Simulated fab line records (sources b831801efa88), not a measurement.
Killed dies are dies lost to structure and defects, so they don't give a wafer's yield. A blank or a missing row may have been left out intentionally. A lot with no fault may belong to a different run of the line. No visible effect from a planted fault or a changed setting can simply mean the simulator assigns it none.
fab line records	flow sky130
[record] lots = 7	wafers = 21	last-day = 50
route steps=708 shown LDD_N@252 LDD_P@255 PAD_OPEN@708
lots with no fault: from the same line, run without faults
start-h: hours from the record's first day to the start of the lot's first wafer shown	wait-h: hours from the lot's prior step to this one	" as in the row above	L1.1+2: a single row standing in for several wafers	- no value, or no start given	* or withheld: withheld	< > ~ a bound
route shown NAME@n: a module of which the file shows steps, and the number in the route of the first	usual: average and standard deviation across the fault-free wafers	same: alike in all rows	chamber/n: place in a boat	sites: per-site readings	_std_site: the values' standard deviation	_edge_site: inner sites' mean taken away from outer sites' mean	radius-mm: for every site, how far away it sits from the centre of the wafer	mask NAME#n: copy n	behind: the most recent tool/chamber to have shaped the wafer	hold: the reason the lot was held/the length of the hold in hours/how it ended	device: which transistor (n, p or np) failed to switch	end of line: the tests these same wafers got at the end of their route	for a step that has no rows: nothing shown but its recipe	killed: dies lost to structure and defects at the first sort, not the wafer's yield	map: a wafer's dies, marking killed ones x, the rest . and places with no die _
set.NAME: the setting that was run; set.NAME@STEP: the one run at that earlier step	model.NAME: the simulator's own value behind a step, which no gauge read
certain route steps with their lots: each step a table, each wafer a row
services: from which hour (start-h, from the record's first day; less than 0 if before it) a tool's chamber was out of use, for how many hours, and why
[[steps]]
[step SKY_LDD_N_IMPLANT_15]
[recipe] species = BF2	energy-kev = 50	dose-cm2 = 5e+12	tilt-deg = 30	rotation-deg = 270
[step SKY_LDD_N_STRIP_16]
[recipe] chemistry = O2/N2	power-w = 1400	pressure-mtorr = 1500	platen-temp-c = withheld	o2-flow-sccm = 3000	n2-flow-sccm = 300	overash-fraction = 0.5
[usual] drypump-motor-current-A = 5.8/0.53	o2-flow-sccm = 3001/8.7	oes-product-au = 0.406/0.0042	strip-time-to-endpoint-s = 4.312/0.015
lot.wafer	tool	chamber	start-h	wait-h	drypump-motor-current-A	o2-flow-sccm	oes-product-au	rf-hours-counter-h	strip-time-to-endpoint-s
L203.2	plasma-asher-01	0	429.38	0.1	6.5	3013	0.411	64	4.315
L203.3	"	0	"	"	6.6	3017	0.400	-	4.316
L203.5	"	1	"	"	6.1	3015	0.406	-	4.319
L212.2	plasma-asher-02	1	514.89	0.1	5.8	2992	0.408	7	4.324
L212.5	"	1	"	"	5.7	3003	0.409	-	4.313
L212.6	"	0	"	"	6.1	3000	0.410	-	4.330
L215.1	plasma-asher-01	0	531.44	0.1	6.6	3008	0.407	73	4.323
L215.4	"	1	"	"	6.1	2995	0.412	-	4.325
L215.6	"	1	"	"	6.1	2991	0.406	-	4.313
L216.4	plasma-asher-03	0	544.92	0.1	4.9	3007	0.407	-	4.334
L216.5	"	1	"	"	5.7	3011	0.407	-	4.323
L216.6	"	0	"	"	4.8	3001	0.412	-	4.318
L218.2	plasma-asher-02	1	562.13	0.1	5.8	3011	0.405	12	4.294
L218.5	"	1	"	"	5.7	3009	0.408	-	4.309
L218.6	"	0	"	"	6.2	3007	0.400	-	4.335
L221.2	plasma-asher-02	0	589.78	0.1	6.1	2999	0.406	14	4.322
L221.3	"	1	"	"	5.8	2985	0.408	-	4.343
L221.6	"	0	"	"	6.1	3000	0.406	-	4.299
L222.4	plasma-asher-02	0	596.81	0.1	6.2	2995	0.405	-	4.318
L222.5	"	1	"	"	5.7	2982	0.412	-	4.298
L222.6	"	0	"	"	6.2	3009	0.412	-	4.318
[step SKY_LDD_N_TW_MEAS_17]
[usual] LDD_N_TW = 2592/13
lot.wafer	tool	chamber	start-h	wait-h	LDD_N_TW
L203.2	film-metro-04	-	429.49	0.1	2572
L203.3	"	-	"	"	2572
L203.5	"	-	"	"	2575
L212.2	film-metro-04	-	515.00	0.1	2586
L212.5	"	-	"	"	2585
L212.6	"	-	"	"	2579
L215.1	film-metro-02	-	531.54	0.1	2598
L215.4	"	-	"	"	2597
L215.6	"	-	"	"	2590
L216.4	film-metro-02	-	545.02	0.1	2583
L216.5	"	-	"	"	2586
L216.6	"	-	"	"	2587
L218.2	film-metro-04	-	562.24	0.1	2569
L218.5	"	-	"	"	2571
L218.6	"	-	"	"	2578
L221.2	film-metro-04	-	589.93	0.1	2604
L221.3	"	-	"	"	2597
L221.6	"	-	"	"	2595
L222.4	film-metro-04	-	596.91	0.1	2588
L222.5	"	-	"	"	2602
L222.6	"	-	"	"	2608
[step SKY_LDD_P_DEHYDRATE_00]
[recipe] temp-c = 200	time-s = 60
[step SKY_LDD_P_HMDS_01]
[recipe] prime-time-s = 60	prime-temp-c = 120
[step SKY_LDD_P_COAT_02]
[recipe] resist = NOVOLAK	spin-rpm = 3000	resist-thk-nm = 1140
[step SKY_LDD_P_SOFTBAKE_03]
[recipe] temp-c = 90	time-s = 60	resist = NOVOLAK
[step SKY_LDD_P_EXPOSE_04]
[recipe] mask-id = PSDM	na = 0.6	source-shape = conventional	sigma-outer = 0.6	polarization = unpolarized	target-cd-nm = 380	dose-mj = 138
[step SKY_LDD_P_PEB_05]
[recipe] temp-c = withheld	time-s = *	resist = NOVOLAK
[step SKY_LDD_P_DEVELOP_06]
[recipe] resist = NOVOLAK	developer = TMAH	develop-time-s = 60	dev-temp-c = 23
[step SKY_LDD_P_CD_MEAS_07]
[recipe] target-cd-nm = 380
[usual] cd-nm = 380.6/2.7
lot.wafer	tool	chamber	start-h	wait-h	cd-nm
L203.2	cd-sem-02	-	460.09	0.1	375.2
L203.3	"	-	"	"	378.4
L203.5	"	-	"	"	376.1
L212.2	cd-sem-01	-	544.59	0.1	381.9
L212.5	"	-	"	"	382.5
L212.6	"	-	"	"	384.7
L215.1	cd-sem-01	-	560.95	0.1	383.3
L215.4	"	-	"	"	382.4
L215.6	"	-	"	"	383.4
L216.4	cd-sem-01	-	574.56	0.1	377.1
L216.5	"	-	"	"	378.0
L216.6	"	-	"	"	379.6
L218.2	cd-sem-02	-	591.14	0.2	388.8
L218.5	"	-	"	"	387.9
L218.6	"	-	"	"	385.9
L221.2	cd-sem-02	-	619.02	0.1	376.6
L221.3	"	-	"	"	380.5
L221.6	"	-	"	"	376.7
L222.4	cd-sem-01	-	626.23	0.1	379.6
L222.5	"	-	"	"	379.1
L222.6	"	-	"	"	379.7
[step SKY_LDD_P_OVL_MEAS_08]
[usual] LDD_P_OVL = -0.4/1.4
lot.wafer	tool	chamber	start-h	wait-h	LDD_P_OVL[nm]
L203.2	overlay-01	-	460.20	0.1	-1.8
L203.3	"	-	"	"	0.9
L203.5	"	-	"	"	-0.3
L212.2	overlay-02	-	544.70	0.1	-1.7
L212.5	"	-	"	"	-0.8
L212.6	"	-	"	"	-0.9
L215.1	overlay-01	-	561.07	0.1	-3.1
L215.4	"	-	"	"	-1.0
L215.6	"	-	"	"	-0.3
L216.4	overlay-02	-	574.64	0.1	0.6
L216.5	"	-	"	"	1.1
L216.6	"	-	"	"	-2.1
L218.2	overlay-01	-	591.25	0.1	1.2
L218.5	"	-	"	"	1.9
L218.6	"	-	"	"	0.3
L221.2	overlay-02	-	619.13	0.1	-0.5
L221.3	"	-	"	"	-1.7
L221.6	"	-	"	"	-1.1
L222.4	overlay-01	-	626.31	0.1	-2.0
L222.5	"	-	"	"	-1.3
L222.6	"	-	"	"	-2.3
[step SKY_LDD_P_IMPLANT_09]
[recipe] species = BF2	energy-kev = 25	dose-cm2 = 1e+13	tilt-deg = withheld
lot.wafer	tool	chamber	start-h	wait-h
L203.2+3+5	implanter-03	0	460.25	0.0
L212.2+5+6	implanter-03	0	544.75	0.0
L215.1+4+6	implanter-03	0	561.11	0.0
L216.4+5+6	implanter-03	0	574.73	0.1
L218.2+5+6	implanter-03	0	591.30	0.0
L221.2+3+6	implanter-04	0	619.18	0.0
L222.4+5+6	implanter-01	0	626.40	0.1
[step SKY_LDD_P_STRIP_10]
[recipe] chemistry = O2/N2	power-w = 1400	pressure-mtorr = 1500	platen-temp-c = withheld	o2-flow-sccm = 3000	n2-flow-sccm = 300	overash-fraction = 0.5
[usual] drypump-motor-current-A = 5.6/0.33	o2-flow-sccm = 2999/9.2	oes-product-au = 0.716/0.0043	strip-time-to-endpoint-s = 14.19/0.049
lot.wafer	tool	chamber	start-h	wait-h	drypump-motor-current-A	o2-flow-sccm	oes-product-au	rf-hours-counter-h	strip-time-to-endpoint-s
L203.2	plasma-asher-04	1	460.38	0.1	5.8	2997	0.715	34	14.16
L203.3	"	1	"	"	5.8	3003	0.719	-	14.19
L203.5	"	1	"	"	5.8	3001	0.719	-	14.21
L212.2	plasma-asher-02	1	544.88	0.1	5.7	2998	0.724	10	14.26
L212.5	"	0	"	"	6.1	2985	0.723	-	14.27
L212.6	"	1	"	"	5.7	3000	0.721	-	14.21
L215.1	plasma-asher-04	0	561.26	0.1	5.4	3020	0.717	45	14.16
L215.4	"	0	"	"	5.4	3003	0.714	-	14.24
L215.6	"	1	"	"	5.8	3000	0.711	-	14.18
L216.4	plasma-asher-04	0	574.84	0.1	5.4	2993	0.718	-	14.23
L216.5	"	1	"	"	5.8	3003	0.713	-	14.23
L216.6	"	0	"	"	5.4	2991	0.712	-	14.24
L218.2	plasma-asher-04	1	591.43	0.1	5.8	2994	0.708	49	14.15
L218.5	"	0	"	"	5.4	3005	0.717	-	14.12
L218.6	"	1	"	"	5.8	3003	0.717	-	14.13
L221.2	plasma-asher-03	1	619.31	0.1	5.8	3001	0.713	90	14.29
L221.3	"	0	"	"	4.9	2992	0.719	-	14.21
L221.6	"	1	"	"	5.8	3000	0.714	-	14.23
L222.4	plasma-asher-04	1	626.51	0.1	5.8	3004	0.726	-	14.29
L222.5	"	0	"	"	5.4	3000	0.721	-	14.26
L222.6	"	1	"	"	5.8	2994	0.710	-	14.26
[step SKY_LDD_P_TW_MEAS_11]
[usual] LDD_P_TW = 639/3.1
lot.wafer	tool	chamber	start-h	wait-h	hold	LDD_P_TW
L203.2	film-metro-01	-	460.49	0.1	-	644
L203.3	"	-	"	"	-	643
L203.5	"	-	"	"	-	641
L212.2	film-metro-03	-	544.99	0.1	-	638
L212.5	"	-	"	"	-	634
L212.6	"	-	"	"	-	638
L215.1	film-metro-03	-	561.36	0.1	await-dispo/0.2h/release	563
L215.4	"	-	"	"	await-dispo/0.2h/release	561
L215.6	"	-	"	"	await-dispo/0.2h/release	561
L215.1	film-metro-03	-	561.58	0.2	-	561
L215.4	"	-	"	"	-	562
L215.6	"	-	"	"	-	563
L216.4	film-metro-03	-	574.94	0.1	await-dispo/0.2h/release	560
L216.5	"	-	"	"	await-dispo/0.2h/release	562
L216.6	"	-	"	"	await-dispo/0.2h/release	564
L216.4	film-metro-03	-	575.16	0.2	-	563
L216.5	"	-	"	"	-	561
L216.6	"	-	"	"	-	560
L218.2	film-metro-02	-	591.54	0.1	await-dispo/0.2h/release	561
L218.5	"	-	"	"	await-dispo/0.2h/release	558
L218.6	"	-	"	"	await-dispo/0.2h/release	559
L218.2	film-metro-02	-	591.79	0.2	-	563
L218.5	"	-	"	"	-	561
L218.6	"	-	"	"	-	560
L221.2	film-metro-01	-	619.42	0.1	-	641
L221.3	"	-	"	"	-	643
L221.6	"	-	"	"	-	641
L222.4	film-metro-01	-	626.61	0.1	-	644
L222.5	"	-	"	"	-	643
L222.6	"	-	"	"	-	643
[step SKY_PAD_OPEN_PROBE_99]
[usual] killed_at_M0_to_M3 = 43/6.5	killed_at_M4_up = 3.2/1.8	killed-at-contacts = 24/5.2	killed-at-front-end = 15/4	killed-at-other = 0.4/0.69	killed-dies = 86/8.7	killed-open = 47/7	killed-short = 39/5.7
[same] gross-dies = 492	killed-at-back-side = 0
lot.wafer	tool	chamber	start-h	wait-h	killed_at_M0_to_M3	killed_at_M4_up	killed-at-contacts	killed-at-front-end	killed-at-other	killed-dies	killed-open	killed-short	model.etest.tip-p.rs-ohm-sq-range	model.etest.tip-p.rs-ohm-sq	model.etest.tip-p.rs-ohm-sq-rim-less-centre	model.etest.pfet_01v8.r-on-ohm-um	model.etest.pfet_01v8.drive-ua-um	model.etest.pfet_01v8_hvt.drive-ua-um	model.etest.sram-pfet-latch.drive-ua-um	model.etest.pfet_01v8.drive-ua-um-range
L203.2	prober-01	-	1093.17	0.1	41	3	29	20	0	93	42	48	130.1	6930	21.6	2969	187.4	139.9	136.3	5.256
L203.3	prober-01	-	1093.22	0.2	39	2	20	16	0	77	35	41	203.7	6957	-70.62	2945	190.4	142.1	137	6.894
L203.5	prober-01	-	1093.32	0.2	42	2	24	23	0	91	48	43	228.9	6912	-51.17	2987	182.9	135.8	139.4	7.849
L212.2	prober-02	-	1146.32	0.1	46	1	13	21	0	81	42	38	111.1	6910	-25.7	2797	198.7	150.2	143.1	5.514
L212.5	prober-02	-	1146.47	0.2	38	7	24	18	0	87	44	43	136.2	6901	-49.05	2873	194.9	146	151.6	7.197
L212.6	prober-02	-	1146.52	0.2	42	2	22	14	1	81	50	31	160.2	6913	-32.03	2862	194.8	145.3	146.5	6.893
L215.1	prober-02	-	1155.11	0.1	50	3	23	17	1	94	47	47	5804	1.229e+04	-2671	2936	189.1	140.5	138.5	16.86
L215.4	prober-02	-	1155.26	0.2	27	3	16	21	0	67	32	35	5410	1.214e+04	-2707	2892	193	143.2	136.9	14.4
L215.6	prober-02	-	1155.36	0.2	41	4	29	19	0	93	41	52	5595	1.22e+04	-2953	2940	185.9	139	136.3	12.13
L216.4	prober-02	-	1167.36	0.2	46	5	23	13	0	87	49	38	6262	1.246e+04	-2613	3123	173.8	129.8	123.8	15.09
L216.5	prober-02	-	1167.41	0.2	38	2	21	11	1	73	38	35	5904	1.254e+04	-2951	3130	174.2	128.8	125.4	14.22
L216.6	prober-02	-	1167.46	0.2	55	1	15	12	0	83	48	35	6154	1.256e+04	-3234	3131	174.7	129.6	127.1	11.65
L218.2	prober-02	-	1174.62	0.1	43	6	20	17	0	86	42	44	5770	1.231e+04	-2656	2985	186.1	136.6	135.7	16.65
L218.5	prober-02	-	1174.77	0.2	53	5	23	16	0	97	59	38	5746	1.241e+04	-2780	3005	184.2	135.9	141.7	13.26
L218.6	prober-02	-	1174.82	0.2	43	2	22	14	0	81	46	35	5707	1.226e+04	-3021	3038	181.5	135.2	133.8	15.56
L221.2	prober-01	-	1191.76	0.1	49	5	27	18	1	100	56	44	173.6	6915	22.12	3060	179.9	134.3	131.7	9.587
L221.3	prober-01	-	1191.81	0.2	36	3	27	23	0	89	53	36	160.6	6953	-19.41	2974	186.6	137.1	133.3	10.94
L221.6	prober-01	-	1191.96	0.2	39	3	20	15	0	77	41	36	230.3	6928	-17.52	3034	179.8	135.1	131.2	9.676
L222.4	prober-02	-	1196.72	0.2	45	5	23	16	1	90	51	37	242	6893	-5.247	2862	197.1	146.3	150.8	7.934
L222.5	prober-02	-	1196.77	0.2	45	5	28	15	2	95	59	35	193.4	6935	-83.6	3006	186.9	137.1	140.5	4.504
L222.6	prober-02	-	1196.82	0.2	49	5	18	20	1	93	56	34	218.6	6892	-59.37	2883	193.6	142.4	141.6	6.789
// killed by level:class
L203.2 LOCAL_INTERCONNECT:geometric-particle:short=8 VIA1:geometric-particle:open=8 POLY_GATE:geometric-particle:short=7 CONTACT:geometric-particle:open=7 METAL1:geometric-particle:short=7 VIA2:geometric-particle:open=6 LI_CONTACT:geometric-particle:open=5 FIELD_ISO:geometric-particle:open=4
L203.3 VIA1:geometric-particle:open=10 LI_CONTACT:geometric-particle:open=7 METAL1:geometric-particle:short=7 FIELD_ISO:geometric-particle:short=5 LOCAL_INTERCONNECT:geometric-particle:short=5 POLY_GATE:geometric-particle:short=4 VIA1:geometric-particle:short=4 VIA2:geometric-particle:open=4
L203.5 FIELD_ISO:geometric-particle:open=11 METAL2:geometric-particle:short=8 VIA1:geometric-particle:open=8 VIA3:geometric-particle:open=7 CONTACT:geometric-particle:short=6 POLY_GATE:geometric-particle:short=5 LI_CONTACT:geometric-particle:open=5 CONTACT:geometric-particle:open=5
L212.2 METAL1:geometric-particle:short=10 VIA3:geometric-particle:open=10 FIELD_ISO:geometric-particle:open=6 VIA1:geometric-particle:open=6 METAL2:geometric-particle:short=5 POLY_GATE:geometric-particle:open=4 POLY_GATE:geometric-particle:short=4 LI_CONTACT:geometric-particle:open=4
L212.5 VIA1:geometric-particle:short=8 LI_CONTACT:geometric-particle:open=8 VIA1:geometric-particle:open=8 POLY_GATE:geometric-particle:short=7 VIA3:geometric-particle:open=6 METAL1:geometric-particle:short=5 CONTACT:geometric-particle:short=4 CONTACT:geometric-particle:open=4
L212.6 VIA1:geometric-particle:open=12 VIA3:geometric-particle:open=7 LOCAL_INTERCONNECT:geometric-particle:short=6 CONTACT:geometric-particle:open=6 VIA2:geometric-particle:open=6 POLY_GATE:geometric-particle:short=4 LI_CONTACT:geometric-particle:open=4 METAL1:geometric-particle:short=4
L215.1 VIA1:geometric-particle:open=16 METAL2:geometric-particle:short=8 LOCAL_INTERCONNECT:geometric-particle:short=7 CONTACT:geometric-particle:open=7 VIA3:geometric-particle:open=6 FIELD_ISO:geometric-particle:open=5 FIELD_ISO:geometric-particle:short=5 METAL1:geometric-particle:short=5
L215.4 LI_CONTACT:geometric-particle:open=8 FIELD_ISO:geometric-particle:open=6 FIELD_ISO:geometric-particle:short=6 METAL2:geometric-particle:short=5 POLY_GATE:geometric-particle:short=4 METAL1:geometric-particle:short=4 VIA3:geometric-particle:open=4 VIA2:geometric-particle:short=3
L215.6 CONTACT:geometric-particle:open=8 METAL1:geometric-particle:short=8 LOCAL_INTERCONNECT:geometric-particle:short=7 FIELD_ISO:geometric-particle:short=6 LI_CONTACT:geometric-particle:short=6 METAL2:geometric-particle:short=6 VIA2:geometric-particle:open=6 POLY_GATE:geometric-particle:short=5
L216.4 METAL2:geometric-particle:short=9 VIA2:geometric-particle:open=8 LI_CONTACT:geometric-particle:open=7 VIA1:geometric-particle:open=7 CONTACT:geometric-particle:open=7 VIA2:geometric-particle:short=6 CONTACT:geometric-particle:short=5 FIELD_ISO:geometric-particle:open=4
L216.5 VIA1:geometric-particle:open=9 VIA2:geometric-particle:open=6 LI_CONTACT:geometric-particle:open=5 CONTACT:geometric-particle:short=5 METAL1:geometric-particle:short=5 LI_CONTACT:geometric-particle:short=4 CONTACT:geometric-particle:open=4 METAL2:geometric-particle:short=4
L216.6 VIA1:geometric-particle:open=12 METAL1:geometric-particle:short=9 VIA3:geometric-particle:open=9 VIA2:geometric-particle:open=9 METAL2:geometric-particle:short=4 LI_CONTACT:geometric-particle:open=4 LOCAL_INTERCONNECT:geometric-particle:short=4 CONTACT:geometric-particle:open=4
L218.2 VIA2:geometric-particle:open=12 POLY_GATE:geometric-particle:open=7 METAL1:geometric-particle:short=7 CONTACT:geometric-particle:open=6 LI_CONTACT:geometric-particle:short=5 VIA1:geometric-particle:short=5 VIA3:geometric-particle:short=5 FIELD_ISO:geometric-particle:short=4
L218.5 VIA1:geometric-particle:open=12 VIA2:geometric-particle:open=12 CONTACT:geometric-particle:open=9 VIA3:geometric-particle:open=7 VIA1:geometric-particle:short=7 METAL2:geometric-particle:short=6 POLY_GATE:geometric-particle:open=5 POLY_GATE:geometric-particle:short=5
L218.6 VIA1:geometric-particle:open=11 CONTACT:geometric-particle:open=8 LI_CONTACT:geometric-particle:open=6 VIA3:geometric-particle:open=6 VIA2:geometric-particle:open=6 METAL1:geometric-particle:short=5 FIELD_ISO:geometric-particle:short=4 LI_CONTACT:geometric-particle:short=4
L221.2 CONTACT:geometric-particle:open=11 VIA3:geometric-particle:open=9 FIELD_ISO:geometric-particle:open=7 VIA1:geometric-particle:open=7 VIA1:geometric-particle:short=7 VIA2:geometric-particle:open=7 LOCAL_INTERCONNECT:geometric-particle:short=6 LI_CONTACT:geometric-particle:open=5
L221.3 CONTACT:geometric-particle:open=11 FIELD_ISO:geometric-particle:open=9 VIA3:geometric-particle:open=9 VIA1:geometric-particle:open=6 VIA1:geometric-particle:short=5 LI_CONTACT:geometric-particle:open=5 LOCAL_INTERCONNECT:geometric-particle:short=4 METAL1:geometric-particle:short=4
L221.6 VIA1:geometric-particle:open=9 CONTACT:geometric-particle:open=8 METAL2:geometric-particle:short=6 LI_CONTACT:geometric-particle:open=5 CONTACT:geometric-particle:short=5 VIA1:geometric-particle:short=5 POLY_GATE:geometric-particle:open=4 VIA2:geometric-particle:open=4
L222.4 CONTACT:geometric-particle:open=13 VIA1:geometric-particle:open=12 VIA1:geometric-particle:short=9 FIELD_ISO:geometric-particle:open=6 VIA3:geometric-particle:open=6 POLY_GATE:geometric-particle:short=4 CONTACT:geometric-particle:short=4 VIA2:geometric-particle:open=4
L222.5 VIA1:geometric-particle:open=15 VIA3:geometric-particle:open=11 CONTACT:geometric-particle:open=9 POLY_GATE:geometric-particle:open=6 LI_CONTACT:geometric-particle:open=6 CONTACT:geometric-particle:short=6 METAL2:geometric-particle:short=6 FIELD_ISO:geometric-particle:open=4
L222.6 VIA3:geometric-particle:open=13 VIA1:geometric-particle:open=11 VIA2:geometric-particle:open=7 LI_CONTACT:geometric-particle:open=6 CONTACT:geometric-particle:open=6 VIA1:geometric-particle:short=6 FIELD_ISO:geometric-particle:open=5 FIELD_ISO:geometric-particle:short=5
[[services]]
tool	chamber	start-h	hours	kind
implanter-03	-	409.43	3.8	pm
plasma-asher-03	-	411.54	0.8	repair
implanter-03	-	420.38	1.3	repair
plasma-asher-02	-	421.25	9.0	pm
plasma-asher-02	0	421.25	9.0	vent-cycle
plasma-asher-02	1	421.25	9.0	vent-cycle
plasma-asher-02	0	430.25	-	clean
plasma-asher-02	1	430.25	-	clean
plasma-asher-02	-	439.19	14.6	pm
implanter-03	-	448.61	0.6	repair
implanter-03	-	485.75	3.5	repair
plasma-asher-01	-	495.47	7.8	pm
implanter-04	-	513.31	4.0	repair
plasma-asher-01	-	536.00	0.5	repair
implanter-01	-	548.85	29.1	pm
plasma-asher-03	-	563.60	18.2	repair
plasma-asher-02	-	567.20	13.2	repair
implanter-04	-	573.13	3.6	pm
plasma-asher-04	-	580.69	2.2	repair
plasma-asher-03	-	586.17	2.8	pm
implanter-04	-	601.10	1.6	repair
plasma-asher-03	-	611.03	4.3	pm
implanter-03	-	615.19	15.5	pm
implanter-04	-	625.77	2.4	repair
[[key]]
[first-sign] step = SKY_LDD_P_TW_MEAS_11	reading = visit	direction = added
[effect] step = SKY_LDD_P_TW_MEAS_11	reading = LDD_P_TW	direction = down	sigmas = 25	usual = 639	struck = 561
[model-effect] step = SKY_PAD_OPEN_PROBE_99	value = etest.tip-p.rs-ohm-sq-range	without = 193.6	struck = 5817
met-at SKY_LDD_P_IMPLANT_09
struck-wafers L215.1,L215.4,L215.6,L216.4,L216.5,L216.6,L218.2,L218.5,L218.6
tester-left-out L215,L216,L218
onset-between 544.75 561.11
[fault] kind = process-parameter-drift	tool = implanter-03	chamber = -	onset-h = 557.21	steps = SKY_LDD_P_IMPLANT_09	channel = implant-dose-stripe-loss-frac	offset = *	shape = step	end-h = 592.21
// tester-left-out: of these lots the tester's yield and bins aren't shown, on N5 and GAA mostly nor the transistor test; their killed dies are dies lost to structure and defects alone, not to doping, threshold or leakage, so they don't give the yield
